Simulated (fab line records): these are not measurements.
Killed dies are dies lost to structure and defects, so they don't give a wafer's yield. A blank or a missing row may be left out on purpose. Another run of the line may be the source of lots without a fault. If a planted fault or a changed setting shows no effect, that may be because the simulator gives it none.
Chamber matching :: flow gf180mcu :: GF_V5_CVD_02 on pecvd-04 has 3 sister chambers
The step deposits SiO2 from TEOS, target thk 1450 nm, time 163.28 s. 6 wafers are shown with their chamber, then 9 later ones without.

WAFERS PAIRED WITH THEIR CHAMBERS
wafer: L084.5
chamber: 1
heaterPowerW (W): 603

wafer: L090.5
chamber: 0
heaterPowerW (W): 707

wafer: L090.6
chamber: 2
heaterPowerW (W): 554

wafer: L091.1
chamber: 0
heaterPowerW (W): 736

wafer: L091.3
chamber: 2
heaterPowerW (W): 460

wafer: L091.5
chamber: 1
heaterPowerW (W): 714

WAFERS WHOSE CHAMBER IS MISSING
wafer: L093.4
heaterPowerW (W): 571

wafer: L093.5
heaterPowerW (W): 599

wafer: L093.6
heaterPowerW (W): 721

wafer: L096.2
heaterPowerW (W): 471

wafer: L096.3
heaterPowerW (W): 702

wafer: L096.4
heaterPowerW (W): 590

wafer: L097.3
heaterPowerW (W): 699

wafer: L097.4
heaterPowerW (W): 724

wafer: L097.5
heaterPowerW (W): 607

CHAMBER TAKEN BY EACH
wafer: L093.4
from the rows above: can't be placed: 2 or 1 or 0
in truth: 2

wafer: L093.5
from the rows above: can't be placed: 1 or 2 or 0
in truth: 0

wafer: L093.6
from the rows above: can't be placed: 0 or 1
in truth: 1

wafer: L096.2
from the rows above: 2
in truth: 2

wafer: L096.3
from the rows above: can't be placed: 0 or 1
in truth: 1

wafer: L096.4
from the rows above: can't be placed: 1 or 2 or 0
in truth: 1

wafer: L097.3
from the rows above: can't be placed: 0 or 1
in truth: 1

wafer: L097.4
from the rows above: can't be placed: 0 or 1
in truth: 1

wafer: L097.5
from the rows above: can't be placed: 1 or 2 or 0
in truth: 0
1 of 9 placed correctly. Can't be placed from these rows: 8 (the true chamber is among the candidates in 8). Wrongly placed: 0.
How it was worked out, from the rows above alone: a wafer's distance from a chamber is the root of the sum, over the readings, of the square of ((its reading less the chamber's mean) divided by the reading's scatter). The wafer belongs to the nearest chamber; if the next one is less than 2 further off, it can't be placed. Each chamber's mean is taken over the wafers shown for it. The scatter: take each reading less its chamber's mean, square it, sum over the shown wafers, divide by the number of wafers less the number of chambers, and take the root.
